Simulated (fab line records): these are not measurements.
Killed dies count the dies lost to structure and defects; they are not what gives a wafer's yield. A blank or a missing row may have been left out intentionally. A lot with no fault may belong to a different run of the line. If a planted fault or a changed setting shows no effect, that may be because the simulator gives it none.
fab line records ; flow sfq-line ; part 2 of 2: steps 31 to 40 of 40
record: lots: 5; wafers: 15; last-day: 86
route steps=325 shown I1@83 M2@88 I2@103 M3@118
lots untouched by any fault: they come from a run of this same line in which no faults occurred
start-h: the number of hours between the record's first day and the start of the first shown wafer of the lot ; wait-h: hours from the lot's prior step to this one ; " repeats the value in the row above ; L1.1+2: one row covering several wafers at once ; - either no value or no given start ; * or withheld: withheld ; < > ~ a bound
route shown NAME@n: a module of which the file shows steps, and the number in the route of the first ; usual: mean and standard deviation over wafers with no fault ; same: alike in all rows ; chamber/n: place in a boat ; sites: per-site readings ; _std_site: how widely they spread, as a standard deviation ; _edge_site: mean of outer sites minus mean of inner sites ; radius-mm: for every site, how far away it sits from the centre of the wafer ; mask NAME#n: copy n ; behind: tool/chamber where the wafer was last shaped ; hold: reason for holding the lot/hours on hold/outcome of the hold ; device: transistor that didn't switch, given as n, p or np ; end of line: the same wafers' tests at the end of the route ; step lacking rows: just its recipe ; killed: count of dies lost to structure and defects at first sort (not the wafer's yield) ; map: dies across one wafer; x = killed, . = not, _ = none there
set.NAME: setting as actually run; set.NAME@STEP: the setting as run at that earlier step ; model.NAME: the simulator's own value behind a step, which no gauge read
a table for each step, a row for each wafer; lots at some steps of the route
services: from which hour (start-h, from the record's first day; less than 0 if before it) a tool's chamber was out of use, for how many hours, and why
== steps ==
step: SFQ_TRILAYER_I2_VIA_BARC_OPEN_VIA_ETCH_096
recipe: mask-material: PR; chemistry: O2; target-depth-nm: 125; target: BARC; source-w: 500; bias-w: 80; pressure-mtorr: 30; time-s: 41.7
usual: drypump-motor-current-A: 5.7/0.61; oes-product-au: 0.685/0.0044
lot.wafer;tool;chamber;start-h;wait-h;drypump-motor-current-A;oes-product-au;rf-hours-counter-h
L075.2;rie-diel-04;2;913.11;0.0;5.5;0.690;1
L075.4;rie-diel-04;0;913.11;0.0;5.4;0.687;6
L075.6;rie-diel-04;0;913.11;0.0;5.3;0.681;-
L076.1;rie-diel-01;2;915.51;0.0;6.7;0.688;0
L076.2;rie-diel-01;0;915.51;0.0;5.3;0.685;9
L076.4;rie-diel-01;1;915.51;0.0;4.8;0.677;14
L083.1;rie-diel-01;2;960.34;0.0;6.7;0.687;1
L083.2;rie-diel-01;1;960.34;0.0;4.8;0.689;14
L083.5;rie-diel-01;0;960.34;0.0;5.3;0.684;-
L091.3;rie-diel-01;3;1015.67;0.0;6.8;0.691;7
L091.5;rie-diel-01;0;1015.67;0.0;5.3;0.681;-
L091.6;rie-diel-01;1;1015.67;0.0;4.8;0.686;-
L092.1;rie-diel-04;2;1161.09;0.0;5.5;0.688;3
L092.4;rie-diel-04;1;1161.09;0.0;5.3;0.689;8
L092.5;rie-diel-04;2;1161.09;0.0;5.5;0.680;-
step: SFQ_TRILAYER_I2_VIA_ETCH_VIA_ETCH_070
recipe: target: SiO2; stop-on: Nb; mask-material: PR; taper-deg: 20; chemistry: CHF3; target-depth-nm: 260; source-w: 500; bias-w: 80; pressure-mtorr: 30; time-s: withheld
usual: drypump-motor-current-A: 5.7/0.6; oes-product-au: 0.854/0.0046
lot.wafer;tool;chamber;start-h;wait-h;drypump-motor-current-A;oes-product-au
L075.2;rie-diel-04;2;913.15;0.0;5.5;0.856
L075.4;rie-diel-04;0;913.15;0.0;5.3;0.850
L075.6;rie-diel-04;0;913.15;0.0;5.4;0.855
L076.1;rie-diel-01;2;915.55;0.0;6.7;0.853
L076.2;rie-diel-01;0;915.55;0.0;5.3;0.852
L076.4;rie-diel-01;1;915.55;0.0;4.8;0.858
L083.1;rie-diel-01;2;960.38;0.0;6.7;0.846
L083.2;rie-diel-01;1;960.38;0.0;4.7;0.854
L083.5;rie-diel-01;0;960.38;0.0;5.3;0.858
L091.3;rie-diel-01;3;1015.71;0.0;6.8;0.852
L091.5;rie-diel-01;0;1015.71;0.0;5.3;0.855
L091.6;rie-diel-01;1;1015.71;0.0;4.8;0.856
L092.1;rie-diel-04;2;1161.13;0.0;5.5;0.861
L092.4;rie-diel-04;1;1161.13;0.0;5.3;0.858
L092.5;rie-diel-04;2;1161.13;0.0;5.5;0.859
step: SFQ_TRILAYER_I2_VIA_STRIP_STRIP_071
recipe: gas: O2; power-w: 200; platen-temp-c: 40; overash-fraction: 0.65; chemistry: O2; pressure-mtorr: 50
usual: drypump-motor-current-A: 5.8/0.35; oes-product-au: 0.997/0.009
lot.wafer;tool;chamber;start-h;wait-h;drypump-motor-current-A;oes-product-au;rf-hours-counter-h
L075.2;rie-metal-02;0;913.26;-;5.7;1.006;21
L075.4;rie-metal-02;1;913.26;-;5.4;1.010;-
L075.6;rie-metal-02;0;913.26;-;5.7;1.009;-
L076.1;rie-metal-01;0;915.66;-;5.6;1.003;61
L076.2;rie-metal-01;1;915.66;-;5.6;0.992;6
L076.4;rie-metal-01;0;915.66;-;5.6;1.015;-
L083.1;rie-metal-02;1;960.50;-;5.4;1.009;74
L083.2;rie-metal-02;0;960.50;-;5.7;0.997;28
L083.5;rie-metal-02;1;960.50;-;5.4;1.012;-
L091.3;rie-metal-01;0;1016.02;-;5.6;1.007;-
L091.5;rie-metal-01;0;1016.02;-;5.6;1.001;-
L091.6;rie-metal-01;1;1016.02;-;5.6;0.992;-
L092.1;rie-metal-02;0;1161.25;-;5.7;1.006;52
L092.4;rie-metal-02;1;1161.25;-;5.4;1.003;-
L092.5;rie-metal-02;1;1161.25;-;5.4;0.992;-
step: SFQ_TRILAYER_I2_VIA_STRIP_SOLV_CLEAN_072
recipe: chemistry: NMP; temp-c: 70; time-s: 600
lot.wafer;tool;chamber;start-h;wait-h
L075.2+4+6;wet-bench-02;2,4,3;913.86;0.4
L076.1+2+4;wet-bench-01;7,0,6;916.26;0.4
L083.1+2+5;wet-bench-01;5,0,6;961.10;0.4
L091.3+5+6;wet-bench-01;6,7,1;1016.42;0.2
L092.1+4+5;wet-bench-02;4,0,7;1161.85;0.4
step: SFQ_TRILAYER_M3_DEP_PRE_CLEAN_074
recipe: gas: Ar; time-s: 22.5; bias-v: 250
lot.wafer;tool;chamber;start-h;wait-h
L075.2+4+6;pvd-sputter-03;-;914.05;0.0
L076.1+2+4;pvd-sputter-04;-;916.45;0.0
L083.1+2+5;pvd-sputter-03;-;961.27;0.0
L091.3+5+6;pvd-sputter-04;-;1016.60;0.0
L092.1+4+5;pvd-sputter-05;-;1162.04;0.0
step: SFQ_TRILAYER_M3_DEP_SPUTTER_073
recipe: material: Nb; base-pressure-pa: 1.33e-06; chamber-pressure-pa: 0.1333; substrate-temp-c: 20; resputter-cathode-voltage-v: 400; target-thk-nm: 200; power-w: 2000; time-s: 133.3
usual: cathode-dc-power-W: 2000.0/0.41; substrate-temp-c: 20.01/0.12; throttle-valve-pct: 29.5/0.84
lot.wafer;tool;chamber;start-h;wait-h;cathode-dc-power-W;substrate-temp-c;throttle-valve-pct
L075.2;pvd-sputter-03;-;914.08;0.0;1999.7;20.10;29.7
L075.4;pvd-sputter-03;-;914.08;0.0;2000.1;19.91;29.0
L075.6;pvd-sputter-03;-;914.08;0.0;2000.1;19.85;29.8
L076.1;pvd-sputter-04;-;916.48;0.0;2000.3;20.06;29.4
L076.2;pvd-sputter-04;-;916.48;0.0;2000.6;19.92;27.4
L076.4;pvd-sputter-04;-;916.48;0.0;1999.8;20.00;29.8
L083.1;pvd-sputter-03;-;961.30;0.0;2000.1;20.16;29.0
L083.2;pvd-sputter-03;-;961.30;0.0;2000.6;20.02;29.4
L083.5;pvd-sputter-03;-;961.30;0.0;1999.6;19.98;29.1
L091.3;pvd-sputter-04;-;1016.63;0.0;2000.0;19.86;27.7
L091.5;pvd-sputter-04;-;1016.63;0.0;2000.1;20.10;27.4
L091.6;pvd-sputter-04;-;1016.63;0.0;2000.2;20.14;29.6
L092.1;pvd-sputter-05;-;1162.07;0.0;1999.7;20.10;30.3
L092.4;pvd-sputter-05;-;1162.07;0.0;2000.6;20.12;29.7
L092.5;pvd-sputter-05;-;1162.07;0.0;2000.2;20.32;30.0
step: SFQ_M3_RS_MEAS_919
recipe: thk-meas-gauge: four-point-probe; reads: Nb_of_TRILAYER_M3_DEP_SPUTTER_073
usual: M3_NB_RS: 0.896/0.0092
lot.wafer;tool;chamber;start-h;wait-h;M3_NB_RS[ohm/sq]
L075.2;film-metro-02;-;914.19;0.1;0.900
L075.4;film-metro-02;-;914.19;0.1;0.904
L075.6;film-metro-02;-;914.19;0.1;0.898
L076.1;film-metro-03;-;916.57;0.0;0.901
L076.2;film-metro-03;-;916.57;0.0;0.882
L076.4;film-metro-03;-;916.57;0.0;0.897
L083.1;film-metro-02;-;961.39;0.0;0.887
L083.2;film-metro-02;-;961.39;0.0;0.894
L083.5;film-metro-02;-;961.39;0.0;0.883
L091.3;film-metro-01;-;1016.76;0.1;0.886
L091.5;film-metro-01;-;1016.76;0.1;0.886
L091.6;film-metro-01;-;1016.76;0.1;0.894
L092.1;film-metro-01;-;1162.16;0.0;0.884
L092.4;film-metro-01;-;1162.16;0.0;0.895
L092.5;film-metro-01;-;1162.16;0.0;0.901
step: SFQ_TRILAYER_M3_LITHO_COAT_080
recipe: resist: BARC; spin-rpm: 3000; resist-thk-nm: 62
lot.wafer;tool;chamber;start-h;wait-h
L075.2+4+6;litho-track-03;0;914.40;0.1
L076.1+2+4;litho-track-03;0;916.75;0.1
L083.1+2+5;litho-track-01;0;961.57;0.1
L091.3+5+6;litho-track-01;0;1017.00;0.1
L092.1+4+5;litho-track-01;0;1162.34;0.1
step: SFQ_TRILAYER_M3_LITHO_COAT_075
recipe: resist: KrF; spin-rpm: 3000; resist-thk-nm: 600
lot.wafer;tool;chamber;start-h;wait-h
L075.2+4+6;litho-track-03;0;914.70;0.2
L076.1+2+4;litho-track-03;0;917.05;0.2
L083.1+2+5;litho-track-01;0;961.87;0.2
L091.3+5+6;litho-track-01;0;1017.30;0.2
L092.1+4+5;litho-track-01;0;1162.64;0.2
step: SFQ_TRILAYER_M3_LITHO_SOFTBAKE_079
recipe: temp-c: withheld; time-s: withheld; resist: KrF
lot.wafer;tool;chamber;start-h;wait-h
L075.2+4+6;litho-track-03;0;914.98;0.2
L076.1+2+4;litho-track-03;0;917.35;0.2
L083.1+2+5;litho-track-01;0;962.17;0.2
L091.3+5+6;litho-track-01;0;1017.55;0.2
L092.1+4+5;litho-track-01;0;1162.94;0.2
== services ==
tool;chamber;start-h;hours;kind
rie-diel-01;0;587.33;6.4;repair
rie-diel-01;-;605.49;4.0;repair
rie-diel-01;1;622.52;1.7;repair
rie-metal-04;-;623.98;1.4;pm
rie-metal-02;1;653.68;30.1;repair
rie-diel-01;-;693.11;2.8;pm
rie-metal-02;-;697.77;1.3;repair
rie-diel-01;0;717.57;9.6;repair
pvd-sputter-04;-;718.66;2.5;repair
rie-diel-01;-;757.86;0.3;repair
rie-metal-02;0;784.88;5.5;repair
rie-metal-04;0;793.62;7.3;repair
rie-diel-01;2;813.13;2.6;repair
rie-metal-01;-;829.27;0.5;repair
rie-diel-01;1;832.27;9.7;repair
pvd-sputter-04;-;842.82;2.4;repair
rie-metal-01;1;847.35;1.7;repair
rie-diel-01;3;893.14;1.7;repair
rie-diel-01;3;896.08;6.3;repair
rie-diel-01;0;948.08;7.6;repair
pvd-sputter-04;-;999.33;3.5;repair
rie-diel-01;0;1039.61;12.9;repair
rie-metal-01;-;1049.94;0.4;repair
rie-diel-01;3;1113.61;7.6;repair
